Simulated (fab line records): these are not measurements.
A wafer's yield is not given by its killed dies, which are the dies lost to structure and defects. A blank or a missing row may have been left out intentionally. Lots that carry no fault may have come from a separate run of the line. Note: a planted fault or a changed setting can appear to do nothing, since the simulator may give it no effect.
Matching of chambers | flow sfqLine | cmp-01 running SFQ_TRILAYER_I2_CMP_CMP_064: 4 sister chambers
The step polishes SiO2. 4 wafers are shown with their chamber, then 9 later ones without.

== EACH WAFER AND ITS CHAMBER ==
wafer  | chamber | motorCurrentA (A)
L775.6 | 3       | 10.0
L779.3 | 1       | 10.2
L779.4 | 2       | 10.5
L779.6 | 0       | 10.9

== WAFERS MISSING THEIR CHAMBER ==
wafer  | motorCurrentA (A)
L780.2 | 9.6
L780.4 | 10.8
L780.5 | 10.0
L784.2 | 10.3
L784.3 | 10.2
L784.1 | 10.3
L786.1 | 9.9
L786.5 | 9.7
L786.6 | 10.1

== CHAMBER TAKEN BY EACH ==
wafer  | from the rows above          | in truth
L780.2 | can't be placed: 3 or 1      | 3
L780.4 | can't be placed: 0 or 2      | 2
L780.5 | can't be placed: 3 or 1      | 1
L784.2 | can't be placed: 1 or 2 or 3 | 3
L784.3 | can't be placed: 1 or 3 or 2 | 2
L784.1 | can't be placed: 1 or 2 or 3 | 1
L786.1 | can't be placed: 3 or 1      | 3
L786.5 | can't be placed: 3 or 1      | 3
L786.6 | can't be placed: 1 or 3 or 2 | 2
Correctly placed: 0 of 9. Cannot be placed on the basis of these rows: 9; the candidates contain the true chamber in 9. Placed wrongly: 0.
How it was worked out, from the rows above alone: a wafer's distance from a chamber is the root of the sum, over the readings, of the square of ((its reading less the chamber's mean) divided by the reading's scatter). The wafer belongs to the nearest chamber; if the next one is less than 2 further off, it can't be placed. Each chamber's mean is taken over the wafers shown for it. The scatter: root of mean squared gap, hidden wafer to nearest shown wafer, with one shown wafer a chamber.
